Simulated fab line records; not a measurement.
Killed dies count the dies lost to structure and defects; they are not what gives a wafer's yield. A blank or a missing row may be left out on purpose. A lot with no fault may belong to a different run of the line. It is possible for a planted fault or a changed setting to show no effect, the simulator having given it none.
fab line records ; flow sky130
record lots=11; wafers=33; lastDay=50
route steps=708 shown FIELD_ISO@24 PWDE@55 NWELL@81 VT_ADJUST_HVTP@89 VT_ADJUST_LVTN@107 PAD_OPEN@708
lots with no fault: from the same line, run without faults
startH: start of the lot's first displayed wafer, in hours after the record's first day ; waitH: how many hours have passed since the lot's step before this one ; " identical to the entry in the row above ; L1.1+2: one row covering several wafers at once ; - no value, or no start given ; * or withheld: withheld ; < > ~ a bound
route shown NAME@n: NAME is a module with steps in the file, n the number in the route of the first one ; usual: mean/standard deviation taken from wafers without a fault ; same: alike in all rows ; chamber/n: place in a boat ; sites: per-site readings ; _std_site: how widely they spread, as a standard deviation ; _edge_site: outer sites' mean less inner sites' ; radiusMm: how far each site lies from the wafer's centre ; mask NAME#n: copy n ; behind: tool/chamber where the wafer was last shaped ; hold: reason for holding the lot/hours on hold/outcome of the hold ; device: which transistor (n, p or np) failed to switch ; end of line: the same wafers' tests at the end of the route ; a step given without rows: its recipe and nothing more ; killed: at the first sort, the dies lost to defects and structure; wafer yield is something else ; map: a wafer's dies, x killed, . not, _ none there
set.NAME: the run value of the setting; set.NAME@STEP: its run value at that earlier step ; model.NAME: the simulator's own value behind a step, which no gauge read
steps of the route over a sample of lots; a table a step, a row a wafer
services: when a tool's chamber went out of use (startH, in hours from the record's first day, below 0 if earlier), for how many hours, and the reason
## steps
# step SKY_FIELD_ISO_THK_MEAS_23
# recipe reads=SiO2_of_FIELD_ISO_OXIDATION_22
# usual FIELD_ISO_OXIDATION_01_THK=10.11/0.19
lot.wafer;tool;chamber;startH;waitH;FIELD_ISO_OXIDATION_01_THK[nm]
L890.1;filmMetro-03;-;36.10;0.0;9.87
L890.5;filmMetro-03;-;36.10;0.0;9.89
L890.6;filmMetro-03;-;36.10;0.0;9.96
L893.1;filmMetro-03;-;53.23;0.0;9.77
L893.3;filmMetro-03;-;53.23;0.0;9.72
L893.4;filmMetro-03;-;53.23;0.0;9.97
L901.1;filmMetro-03;-;92.81;0.0;10.11
L901.5;filmMetro-03;-;92.81;0.0;10.02
L901.6;filmMetro-03;-;92.81;0.0;10.16
L902.1;filmMetro-03;-;100.82;0.0;10.05
L902.3;filmMetro-03;-;100.82;0.0;10.19
L902.6;filmMetro-03;-;100.82;0.0;10.20
L904.1;filmMetro-02;-;109.45;0.0;10.08
L904.2;filmMetro-02;-;109.45;0.0;10.00
L904.5;filmMetro-02;-;109.45;0.0;9.94
L905.2;filmMetro-02;-;113.38;0.0;10.12
L905.3;filmMetro-02;-;113.38;0.0;10.16
L905.4;filmMetro-02;-;113.38;0.0;10.11
L906.1;filmMetro-03;-;120.05;0.0;10.22
L906.3;filmMetro-03;-;120.05;0.0;10.01
L906.6;filmMetro-03;-;120.05;0.0;10.18
L907.1;filmMetro-01;-;125.56;0.0;10.12
L907.3;filmMetro-01;-;125.56;0.0;10.06
L907.5;filmMetro-01;-;125.56;0.0;10.19
L909.2;filmMetro-03;-;136.48;0.0;10.01
L909.5;filmMetro-03;-;136.48;0.0;10.20
L909.6;filmMetro-03;-;136.48;0.0;10.06
L911.3;filmMetro-03;-;146.15;0.0;10.12
L911.4;filmMetro-03;-;146.15;0.0;10.19
L911.5;filmMetro-03;-;146.15;0.0;9.88
L912.1;filmMetro-02;-;150.61;0.0;10.10
L912.3;filmMetro-02;-;150.61;0.0;9.98
L912.5;filmMetro-02;-;150.61;0.0;10.07
# step SKY_PWDE_TW_MEAS_10
# usual PWDE_TW=377/3.7
lot.wafer;tool;chamber;startH;waitH;PWDE_TW
L890.1;filmMetro-01;-;73.47;0.1;376
L890.5;filmMetro-01;-;73.47;0.1;375
L890.6;filmMetro-01;-;73.47;0.1;375
L893.1;filmMetro-04;-;91.32;0.1;370
L893.3;filmMetro-04;-;91.32;0.1;369
L893.4;filmMetro-04;-;91.32;0.1;370
L901.1;filmMetro-02;-;134.82;0.1;380
L901.5;filmMetro-02;-;134.82;0.1;381
L901.6;filmMetro-02;-;134.82;0.1;381
L902.1;filmMetro-02;-;143.47;0.1;379
L902.3;filmMetro-02;-;143.47;0.1;380
L902.6;filmMetro-02;-;143.47;0.1;379
L904.1;filmMetro-01;-;152.67;0.1;376
L904.2;filmMetro-01;-;152.67;0.1;376
L904.5;filmMetro-01;-;152.67;0.1;374
L905.2;filmMetro-02;-;156.13;0.1;380
L905.3;filmMetro-02;-;156.13;0.1;378
L905.4;filmMetro-02;-;156.13;0.1;381
L906.1;filmMetro-02;-;162.47;0.1;380
L906.3;filmMetro-02;-;162.47;0.1;380
L906.6;filmMetro-02;-;162.47;0.1;381
L907.1;filmMetro-02;-;172.52;0.1;378
L907.3;filmMetro-02;-;172.52;0.1;380
L907.5;filmMetro-02;-;172.52;0.1;378
L909.2;filmMetro-02;-;182.43;0.1;378
L909.5;filmMetro-02;-;182.43;0.1;378
L909.6;filmMetro-02;-;182.43;0.1;378
L911.3;filmMetro-02;-;194.52;0.1;381
L911.4;filmMetro-02;-;194.52;0.1;378
L911.5;filmMetro-02;-;194.52;0.1;379
L912.1;filmMetro-04;-;212.60;0.1;372
L912.3;filmMetro-04;-;212.60;0.1;373
L912.5;filmMetro-04;-;212.60;0.1;370
# step SKY_NWELL_RTA_28
# recipe tempC=1050; timeS=30; idleTempC=650; rampUpCPerS=150; rampDownCPerS=90; ambient=N2
# usual lampPowerPct=25.31/0.053; rampUpCPerS=150.00/0.029; wafer_temp_C_max=1054.9/1
lot.wafer;tool;chamber;startH;waitH;lampPowerPct;rampUpCPerS;wafer_temp_C_max
L890.1;rtpAnneal-02;0;108.93;0.0;25.34;149.99;1054.9
L890.5;rtpAnneal-02;0;108.93;0.0;25.26;150.06;1054.8
L890.6;rtpAnneal-02;0;108.93;0.0;25.29;150.00;1055.1
L893.1;rtpAnneal-02;0;127.83;0.0;25.29;150.02;1056.7
L893.3;rtpAnneal-02;0;127.83;0.0;25.36;149.97;1054.2
L893.4;rtpAnneal-02;0;127.83;0.0;25.39;150.02;1055.6
L901.1;rtpAnneal-02;0;174.91;0.0;25.36;149.94;1053.6
L901.5;rtpAnneal-02;0;174.91;0.0;25.42;150.04;1054.0
L901.6;rtpAnneal-02;0;174.91;0.0;25.31;150.02;1055.2
L902.1;rtpAnneal-02;0;185.03;0.0;25.42;149.99;1055.1
L902.3;rtpAnneal-02;0;185.03;0.0;25.32;150.08;1054.3
L902.6;rtpAnneal-02;0;185.03;0.0;25.24;149.99;1054.6
L904.1;rtpAnneal-02;0;196.33;0.0;25.35;150.02;1053.6
L904.2;rtpAnneal-02;0;196.33;0.0;25.30;150.01;1055.1
L904.5;rtpAnneal-02;0;196.33;0.0;25.26;150.02;1055.3
L905.2;rtpAnneal-01;0;212.69;0.0;25.31;149.99;1054.3
L905.3;rtpAnneal-01;0;212.69;0.0;25.29;150.03;1055.9
L905.4;rtpAnneal-01;0;212.69;0.0;25.30;150.03;1053.4
L906.1;rtpAnneal-01;0;213.66;0.0;25.28;150.02;1054.3
L906.3;rtpAnneal-01;0;213.66;0.0;25.27;150.00;1056.7
L906.6;rtpAnneal-01;0;213.66;0.0;25.29;150.04;1054.0
L907.1;rtpAnneal-01;0;215.34;0.0;25.33;150.00;1053.9
L907.3;rtpAnneal-01;0;215.34;0.0;25.25;150.00;1054.2
L907.5;rtpAnneal-01;0;215.34;0.0;25.31;150.00;1054.6
L909.2;rtpAnneal-02;0;231.63;0.0;25.27;150.00;1054.7
L909.5;rtpAnneal-02;0;231.63;0.0;25.28;150.00;1053.4
L909.6;rtpAnneal-02;0;231.63;0.0;25.31;149.99;1054.6
L911.3;rtpAnneal-01;0;235.29;0.0;25.30;150.01;1055.1
L911.4;rtpAnneal-01;0;235.29;0.0;25.30;149.99;1054.4
L911.5;rtpAnneal-01;0;235.29;0.0;25.40;149.99;1056.4
L912.1;rtpAnneal-01;0;253.51;0.0;25.38;150.03;1053.7
L912.3;rtpAnneal-01;0;253.51;0.0;25.29;149.99;1056.4
L912.5;rtpAnneal-01;0;253.51;0.0;25.21;149.93;1054.8
# step SKY_VT_ADJUST_HVTP_EXPOSE_04
# recipe maskId=HVTPM; na=0.6; sourceShape=conventional; sigmaOuter=0.6; polarization=unpolarized; targetCdNm=380; doseMj=140
# usual exposureDoseMJCm2=139.96/0.14
# same sigmaOuter=0.6
lot.wafer;tool;chamber;startH;waitH;mask;exposureDoseMJCm2
L890.1;ilineStepper-02;0;117.95;-;HVTPM#0;139.98
L890.5;ilineStepper-02;0;117.95;-;HVTPM#0;140.07
L890.6;ilineStepper-02;0;117.95;-;HVTPM#0;140.16
L893.1;ilineStepper-02;0;137.52;-;NWM_COMPLEMENT_LESS_NATIVE#0;139.90
L893.3;ilineStepper-02;0;137.52;-;NWM_COMPLEMENT_LESS_NATIVE#0;139.92
L893.4;ilineStepper-02;0;137.52;-;NWM_COMPLEMENT_LESS_NATIVE#0;140.05
L901.1;ilineStepper-02;0;186.01;-;HVTPM#0;139.82
L901.5;ilineStepper-02;0;186.01;-;HVTPM#0;139.86
L901.6;ilineStepper-02;0;186.01;-;HVTPM#0;140.04
L902.1;ilineStepper-02;0;196.57;-;HVTPM#0;140.08
L902.3;ilineStepper-02;0;196.57;-;HVTPM#0;140.03
L902.6;ilineStepper-02;0;196.57;-;HVTPM#0;140.06
L904.1;ilineStepper-01;0;207.97;-;HVTPM#0;140.08
L904.2;ilineStepper-01;0;207.97;-;HVTPM#0;140.05
L904.5;ilineStepper-01;0;207.97;-;HVTPM#0;139.82
L905.2;ilineStepper-02;0;217.86;-;HVTPM#0;139.87
L905.3;ilineStepper-02;0;217.86;-;HVTPM#0;139.91
L905.4;ilineStepper-02;0;217.86;-;HVTPM#0;140.08
L906.1;ilineStepper-01;0;220.46;-;HVTPM#0;140.02
L906.3;ilineStepper-01;0;220.46;-;HVTPM#0;140.10
L906.6;ilineStepper-01;0;220.46;-;HVTPM#0;140.04
L907.1;ilineStepper-02;0;225.56;-;HVTPM#0;139.79
L907.3;ilineStepper-02;0;225.56;-;HVTPM#0;139.87
L907.5;ilineStepper-02;0;225.56;-;HVTPM#0;139.82
L909.2;ilineStepper-02;0;242.13;-;HVTPM#0;140.05
L909.5;ilineStepper-02;0;242.13;-;HVTPM#0;139.94
L909.6;ilineStepper-02;0;242.13;-;HVTPM#0;140.12
L911.3;ilineStepper-01;0;246.45;-;HVTPM#0;139.80
L911.4;ilineStepper-01;0;246.45;-;HVTPM#0;140.14
L911.5;ilineStepper-01;0;246.45;-;HVTPM#0;139.87
L912.1;ilineStepper-01;0;264.68;-;HVTPM#0;139.92
L912.3;ilineStepper-01;0;264.68;-;HVTPM#0;139.85
L912.5;ilineStepper-01;0;264.68;-;HVTPM#0;139.94
# step SKY_VT_ADJUST_HVTP_CD_MEAS_07
# recipe targetCdNm=380
# usual cdNm=379.7/2.4
lot.wafer;tool;chamber;startH;waitH;cdNm
L890.1;cdSem-01;-;127.12;0.1;377.6
L890.5;cdSem-01;-;127.12;0.1;376.3
L890.6;cdSem-01;-;127.12;0.1;379.3
L893.1;cdSem-01;-;146.84;0.1;-
L893.3;cdSem-01;-;146.84;0.1;-
L893.4;cdSem-01;-;146.84;0.1;-
L901.1;cdSem-01;-;196.64;0.1;377.6
L901.5;cdSem-01;-;196.64;0.1;376.7
L901.6;cdSem-01;-;196.64;0.1;378.7
L902.1;cdSem-02;-;206.58;0.1;385.8
L902.3;cdSem-02;-;206.58;0.1;385.6
L902.6;cdSem-02;-;206.58;0.1;384.6
L904.1;cdSem-01;-;214.28;0.2;381.8
L904.2;cdSem-01;-;214.28;0.2;382.4
L904.5;cdSem-01;-;214.28;0.2;384.6
L905.2;cdSem-01;-;230.29;0.1;379.8
L905.3;cdSem-01;-;230.29;0.1;379.2
L905.4;cdSem-01;-;230.29;0.1;380.2
L906.1;cdSem-02;-;232.47;0.1;377.0
L906.3;cdSem-02;-;232.47;0.1;378.2
L906.6;cdSem-02;-;232.47;0.1;378.5
L907.1;cdSem-01;-;236.95;0.1;375.9
L907.3;cdSem-01;-;236.95;0.1;375.5
L907.5;cdSem-01;-;236.95;0.1;375.4
L909.2;cdSem-01;-;255.05;0.1;383.1
L909.5;cdSem-01;-;255.05;0.1;382.0
L909.6;cdSem-01;-;255.05;0.1;380.3
L911.3;cdSem-01;-;258.74;0.1;376.1
L911.4;cdSem-01;-;258.74;0.1;377.1
L911.5;cdSem-01;-;258.74;0.1;378.5
L912.1;cdSem-01;-;277.27;0.1;380.7
L912.3;cdSem-01;-;277.27;0.1;383.8
L912.5;cdSem-01;-;277.27;0.1;381.4
# step SKY_VT_ADJUST_HVTP_TW_MEAS_11
# usual VT_ADJUST_HVTP_TW=1355/14
lot.wafer;tool;chamber;startH;waitH;VT_ADJUST_HVTP_TW
L890.1;filmMetro-02;-;127.52;0.1;1368
L890.5;filmMetro-02;-;127.52;0.1;1368
L890.6;filmMetro-02;-;127.52;0.1;1358
L893.1;filmMetro-04;-;147.24;0.1;30
L893.3;filmMetro-04;-;147.24;0.1;30
L893.4;filmMetro-04;-;147.24;0.1;30
L901.1;filmMetro-02;-;197.04;0.1;1373
L901.5;filmMetro-02;-;197.04;0.1;1374
L901.6;filmMetro-02;-;197.04;0.1;1369
L902.1;filmMetro-03;-;213.54;0.1;1360
L902.3;filmMetro-03;-;213.54;0.1;1352
L902.6;filmMetro-03;-;213.54;0.1;1348
L904.1;filmMetro-04;-;215.79;0.1;1329
L904.2;filmMetro-04;-;215.79;0.1;1336
L904.5;filmMetro-04;-;215.79;0.1;1340
L905.2;filmMetro-03;-;230.68;0.1;1360
L905.3;filmMetro-03;-;230.68;0.1;1358
L905.4;filmMetro-03;-;230.68;0.1;1360
L906.1;filmMetro-04;-;232.87;0.1;1335
L906.3;filmMetro-04;-;232.87;0.1;1335
L906.6;filmMetro-04;-;232.87;0.1;1334
L907.1;filmMetro-04;-;237.36;0.1;1328
L907.3;filmMetro-04;-;237.36;0.1;1334
L907.5;filmMetro-04;-;237.36;0.1;1336
L909.2;filmMetro-03;-;255.45;0.1;1359
L909.5;filmMetro-03;-;255.45;0.1;1357
L909.6;filmMetro-03;-;255.45;0.1;1360
L911.3;filmMetro-04;-;259.13;0.1;1340
L911.4;filmMetro-04;-;259.13;0.1;1335
L911.5;filmMetro-04;-;259.13;0.1;1333
L912.1;filmMetro-03;-;277.67;0.1;1367
L912.3;filmMetro-03;-;277.67;0.1;1369
L912.5;filmMetro-03;-;277.67;0.1;1365
# step SKY_VT_ADJUST_LVTN_TW_MEAS_10
# usual VT_ADJUST_LVTN_TW=240.1/1.9
lot.wafer;tool;chamber;startH;waitH;VT_ADJUST_LVTN_TW
L890.1;filmMetro-01;-;147.05;0.1;241.4
L890.5;filmMetro-01;-;147.05;0.1;240.6
L890.6;filmMetro-01;-;147.05;0.1;240.3
L893.1;filmMetro-03;-;167.42;0.1;1353.1
L893.3;filmMetro-03;-;167.42;0.1;1358.7
L893.4;filmMetro-03;-;167.42;0.1;1356.5
L901.1;filmMetro-01;-;215.82;0.1;242.9
L901.5;filmMetro-01;-;215.82;0.1;240.5
L901.6;filmMetro-01;-;215.82;0.1;240.6
L902.1;filmMetro-04;-;231.52;0.1;238.4
L902.3;filmMetro-04;-;231.52;0.1;237.0
L902.6;filmMetro-04;-;231.52;0.1;236.7
L904.1;filmMetro-03;-;237.51;0.1;242.8
L904.2;filmMetro-03;-;237.51;0.1;242.1
L904.5;filmMetro-03;-;237.51;0.1;243.0
L905.2;filmMetro-04;-;253.53;0.1;236.4
L905.3;filmMetro-04;-;253.53;0.1;235.6
L905.4;filmMetro-04;-;253.53;0.1;236.7
L906.1;filmMetro-01;-;255.89;0.1;239.0
L906.3;filmMetro-01;-;255.89;0.1;239.6
L906.6;filmMetro-01;-;255.89;0.1;237.8
L907.1;filmMetro-01;-;260.90;0.1;237.9
L907.3;filmMetro-01;-;260.90;0.1;239.4
L907.5;filmMetro-01;-;260.90;0.1;238.0
L909.2;filmMetro-03;-;279.18;0.1;243.1
L909.5;filmMetro-03;-;279.18;0.1;243.5
L909.6;filmMetro-03;-;279.18;0.1;242.8
L911.3;filmMetro-03;-;282.82;0.1;241.9
L911.4;filmMetro-03;-;282.82;0.1;243.4
L911.5;filmMetro-03;-;282.82;0.1;242.0
L912.1;filmMetro-01;-;303.02;0.1;238.3
L912.3;filmMetro-01;-;303.02;0.1;238.3
L912.5;filmMetro-01;-;303.02;0.1;238.0
# step SKY_PAD_OPEN_PROBE_99
# usual killed_at_M0_to_M3=43/6.3; killed_at_M4_up=3.3/1.7; killedAtContacts=24/5.4; killedAtFrontEnd=16/4.6; killedAtOther=0.4/0.7; killedDies=87/9.4; killedOnRim=17/3.9; killedOpen=47/6.9; killedShort=39/6.1
# same grossDies=492; killedAtBackSide=0
lot.wafer;tool;chamber;startH;waitH;killed_at_M0_to_M3;killed_at_M4_up;killedAtContacts;killedAtFrontEnd;killedAtOther;killedDies;killedOnRim;killedOpen;killedShort
L893.1;prober-01;-;1102.79;0.1;37;5;29;421;0;492;96;44;43
L893.3;prober-01;-;1102.89;0.2;38;7;19;428;0;492;96;43;37
L893.4;prober-01;-;1102.94;0.2;42;3;27;419;1;492;96;56;33
L902.1;prober-02;-;1156.85;0.1;49;3;16;13;0;81;17;36;42
L902.3;prober-02;-;1156.95;0.2;57;2;18;11;0;88;15;51;34
L902.6;prober-02;-;1157.10;0.2;56;3;18;13;0;90;19;56;31
L904.1;prober-02;-;1159.45;0.1;43;5;24;13;2;87;19;48;38
L904.2;prober-02;-;1159.50;0.1;32;5;23;13;0;73;17;39;33
L904.5;prober-02;-;1159.65;0.2;38;2;30;20;0;90;15;44;46
L905.2;prober-01;-;1171.20;0.1;45;5;27;15;0;92;13;60;32
L905.3;prober-01;-;1171.25;0.2;37;1;21;11;0;70;16;44;26
L905.4;prober-01;-;1171.30;0.2;43;1;21;23;0;88;13;39;49
L907.1;prober-01;-;1176.32;0.1;42;3;18;16;0;79;20;47;32
L907.3;prober-01;-;1176.42;0.2;54;3;18;26;0;101;21;57;44
L907.5;prober-01;-;1176.52;0.2;51;3;30;17;0;101;19;50;51
# killed by level:class
L893.1 VT_ADJUST_HVTP:areaExpose=405 CONTACT:geometricParticle:open=12 METAL1:geometricParticle:short=7 VIA1:geometricParticle:open=7 FIELD_ISO:geometricParticle:open=6 LOCAL_INTERCONNECT:geometricParticle:short=5 VIA3:geometricParticle:open=5 FIELD_ISO:geometricParticle:short=4
L893.3 VT_ADJUST_HVTP:areaExpose=412 CONTACT:geometricParticle:open=9 VIA1:geometricParticle:open=8 METAL1:geometricParticle:short=6 VIA3:geometricParticle:open=6 FIELD_ISO:geometricParticle:open=5 FIELD_ISO:geometricParticle:short=5 VIA2:geometricParticle:open=5
L893.4 VT_ADJUST_HVTP:areaExpose=402 CONTACT:geometricParticle:open=10 VIA1:geometricParticle:open=9 LI_CONTACT:geometricParticle:open=8 VIA2:geometricParticle:open=8 VIA3:geometricParticle:open=6 POLY_GATE:geometricParticle:open=5 CONTACT:geometricParticle:short=5
L902.1 VIA1:geometricParticle:short=8 VIA3:geometricParticle:open=8 VIA1:geometricParticle:open=6 METAL2:geometricParticle:short=6 LI_CONTACT:geometricParticle:open=5 CONTACT:geometricParticle:open=5 VIA2:geometricParticle:open=5 METAL3:geometricParticle:short=5
L902.3 VIA1:geometricParticle:open=17 VIA3:geometricParticle:open=12 CONTACT:geometricParticle:open=9 VIA1:geometricParticle:short=8 VIA2:geometricParticle:open=6 CONTACT:geometricParticle:short=5 VIA3:geometricParticle:short=5 POLY_GATE:coatMicrobubblePrinted=3
L902.6 VIA3:geometricParticle:open=14 VIA1:geometricParticle:open=11 VIA2:geometricParticle:open=10 CONTACT:geometricParticle:open=8 METAL2:geometricParticle:short=5 METAL1:geometricParticle:short=4 POLY_GATE:geometricParticle:open=3 LI_CONTACT:geometricParticle:open=3
L904.1 CONTACT:geometricParticle:open=9 METAL1:geometricParticle:short=8 VIA1:geometricParticle:open=8 LOCAL_INTERCONNECT:geometricParticle:short=7 VIA2:geometricParticle:open=6 LI_CONTACT:geometricParticle:open=5 METAL2:geometricParticle:short=5 METAL3:geometricParticle:short=4
L904.2 METAL2:geometricParticle:short=11 CONTACT:geometricParticle:open=8 LI_CONTACT:geometricParticle:open=6 CONTACT:geometricParticle:short=6 VIA2:geometricParticle:open=6 FIELD_ISO:geometricParticle:open=3 POLY_GATE:geometricParticle:open=3 POLY_GATE:geometricParticle:short=3
L904.5 CONTACT:geometricParticle:open=10 METAL2:geometricParticle:short=8 FIELD_ISO:geometricParticle:short=7 VIA1:geometricParticle:open=7 VIA2:geometricParticle:open=7 LI_CONTACT:geometricParticle:open=6 VIA1:geometricParticle:short=5 LI_CONTACT:geometricParticle:short=5
L905.2 LI_CONTACT:geometricParticle:open=11 VIA1:geometricParticle:open=11 VIA2:geometricParticle:open=8 CONTACT:geometricParticle:open=7 VIA3:geometricParticle:open=7 LOCAL_INTERCONNECT:geometricParticle:short=5 METAL2:geometricParticle:short=4 METAL2:geometricParticle:open=4
L905.3 VIA1:geometricParticle:open=11 CONTACT:geometricParticle:open=7 METAL1:geometricParticle:short=6 VIA3:geometricParticle:open=6 LI_CONTACT:geometricParticle:open=4 CONTACT:geometricParticle:short=4 VIA1:geometricParticle:short=4 POLY_GATE:geometricParticle:open=3
L905.4 VIA1:geometricParticle:open=10 METAL2:geometricParticle:short=9 CONTACT:geometricParticle:short=7 VIA2:geometricParticle:open=6 POLY_GATE:geometricParticle:open=5 METAL1:geometricParticle:short=5 FIELD_ISO:geometricParticle:short=4 CONTACT:geometricParticle:open=4
L907.1 VIA3:geometricParticle:open=14 FIELD_ISO:geometricParticle:open=7 LI_CONTACT:geometricParticle:open=6 VIA1:geometricParticle:open=5 CONTACT:geometricParticle:short=5 METAL1:geometricParticle:short=5 CONTACT:geometricParticle:open=4 METAL2:geometricParticle:short=4
L907.3 VIA3:geometricParticle:open=14 VIA1:geometricParticle:open=9 FIELD_ISO:geometricParticle:open=8 CONTACT:geometricParticle:open=8 VIA2:geometricParticle:open=8 POLY_GATE:geometricParticle:short=7 METAL2:geometricParticle:short=6 METAL1:geometricParticle:short=5
L907.5 VIA1:geometricParticle:open=14 VIA2:geometricParticle:open=10 CONTACT:geometricParticle:open=9 CONTACT:geometricParticle:short=7 VIA1:geometricParticle:short=6 METAL2:geometricParticle:short=6 LI_CONTACT:geometricParticle:short=6 FIELD_ISO:geometricParticle:short=5
## services
tool;chamber;startH;hours;kind
ilineStepper-01;-;98.47;3.9;repair
ilineStepper-01;-;111.00;1.7;pm
ilineStepper-01;-;113.23;4.2;repair
ilineStepper-02;-;142.00;1.7;pm
ilineStepper-01;0;180.13;-;calibration
ilineStepper-01;-;188.59;4.4;repair
ilineStepper-02;0;201.23;-;calibration
rtpAnneal-02;-;233.37;6.5;pm
rtpAnneal-01;-;255.07;5.1;repair
## key
firstSign step=SKY_VT_ADJUST_HVTP_EXPOSE_04; reading=mask; direction=changed
effect step=SKY_VT_ADJUST_HVTP_CD_MEAS_07; reading=cdNm; direction=missing
effect step=SKY_VT_ADJUST_HVTP_TW_MEAS_11; reading=VT_ADJUST_HVTP_TW; direction=down; sigmas=92; usual=1355; struck=30
effect step=SKY_VT_ADJUST_LVTN_TW_MEAS_10; reading=VT_ADJUST_LVTN_TW; direction=up; sigmas=99+; usual=240.1; struck=1356.1
effect step=SKY_PAD_OPEN_PROBE_99; reading=killedAtFrontEnd; direction=up; sigmas=89; usual=16; struck=423
moreKillsBornAt SKY_VT_ADJUST_HVTP_EXPOSE_04@ilineStepper-02=1219
metAt SKY_VT_ADJUST_HVTP_EXPOSE_04
struckLots L893
testerLeftOut L893
notActingAt SKY_FIELD_ISO_THK_MEAS_23,SKY_PWDE_TW_MEAS_10,SKY_NWELL_RTA_28
onsetBetween 117.95 137.52
fault kind=wrongMask; tool=any; chamber=-; onsetH=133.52; steps=SKY_VT_ADJUST_HVTP_EXPOSE_04; auxCopy=NWM_COMPLEMENT_LESS_NATIVE#0; scope=struckLotsOnly
# testerLeftOut: of these lots the tester's yield and bins aren't shown, on N5 and GAA mostly nor the transistor test; their killed dies are dies lost to structure and defects alone, not to doping, threshold or leakage, so they don't give the yield
